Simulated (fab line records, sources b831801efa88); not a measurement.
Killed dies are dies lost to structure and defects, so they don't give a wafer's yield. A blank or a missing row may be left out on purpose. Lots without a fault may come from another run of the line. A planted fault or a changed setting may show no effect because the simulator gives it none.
One fault seen from 2 desks | flow sky130 | each desk has only its own numbers; what lay behind them comes last

THE METROLOGY DESK
What the gauges read, lot by lot, whatever tool the lot ran on: means of the sampled wafers that have a number. A lot is out of limits, marked OUT, if its mean lies more than 4 standard deviations from the usual mean; the brackets give that distance.
Columns: A = cd_nm at SKY_VIA2_CD_MEAS_12, usual 200.3 nm
lot  | first seen here | A
L285 | day 36 06:45    | 200.9
L286 | day 36 10:50    | 198.8
L288 | day 37 14:51    | 200.4
L292 | day 39 02:03    | 202.0
L293 | day 39 04:56    | 199.7
L294 | day 39 09:13    | 200.6
L300 | day 41 11:07    | 200.9
L304 | day 42 03:32    | 201.5
L306 | day 42 16:26    | 198.0
L305 | day 42 20:56    | 199.2
L308 | day 43 03:56    | 201.3
L307 | day 43 04:34    | 198.4
This desk's finding: nothing out of limits on any of the 12 lots.

THE TOOL OWNER'S DESK: plasma_asher-01
The tool's own readings at SKY_CAPM_STRIP_14 (strips in O2/N2): means of the sampled wafers that have a number, for each lot that ran on this tool. A lot is out of limits, marked OUT, if its mean lies more than 4 standard deviations from the usual mean; the brackets give that distance.
Columns: A = chamber_pressure_mTorr at SKY_CAPM_STRIP_14, usual 1500.0 mTorr; B = drypump_motor_current_A at SKY_CAPM_STRIP_14, usual 5.6 A; C = o2_flow_sccm at SKY_CAPM_STRIP_14, usual 3001 sccm; D = oes_product_au at SKY_CAPM_STRIP_14, usual 0.710 a.u.; E = strip_time_to_endpoint_s at SKY_CAPM_STRIP_14, usual 12.64 s
lot  | first seen here | A      | B   | C              | D     | E
L285 | day 37 10:23    | 1498.8 | 5.6 | 3003           | 0.706 | 12.69
L288 | day 38 18:22    | 1499.6 | 5.6 | 3002           | 0.713 | 12.65
L292 | day 40 04:19    | 1498.9 | 5.6 | 3608 (+65) OUT | 0.710 | 12.56
L293 | day 40 07:03    | 1500.6 | 5.8 | 3607 (+65) OUT | 0.713 | 12.53
L294 | day 40 11:23    | 1499.8 | 5.9 | 3587 (+63) OUT | 0.710 | 12.54
L307 | day 44 04:08    | 1501.4 | 5.9 | 2993           | 0.711 | 12.65
This desk's finding: out of limits on L292, L293, L294; first on L292, day 40 04:19 (o2_flow_sccm at SKY_CAPM_STRIP_14). In limits: L285, L288, L307.

PUT TOGETHER
The tool owner's desk could have raised an alarm at day 40 04:19, on L292, L293, L294.
The metrology desk saw nothing out of limits.
The metrology desk has L292, L293, L294 on record, within its limits.
Of the lots named, all ran SKY_CAPM_STRIP_14 on plasma_asher-01.

WHAT THE SIMULATOR HAD PUT IN
Process parameter drift: plasma_asher-01, from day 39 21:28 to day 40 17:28, at SKY_CAPM_STRIP_14. Setting o2_flow_sccm, moved by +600, from 3000. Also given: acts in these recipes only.
Lots struck among those shown: L292, L293, L294.
Hours from the fault's start to each desk's first reading out of limits: the tool owner's desk, 7.
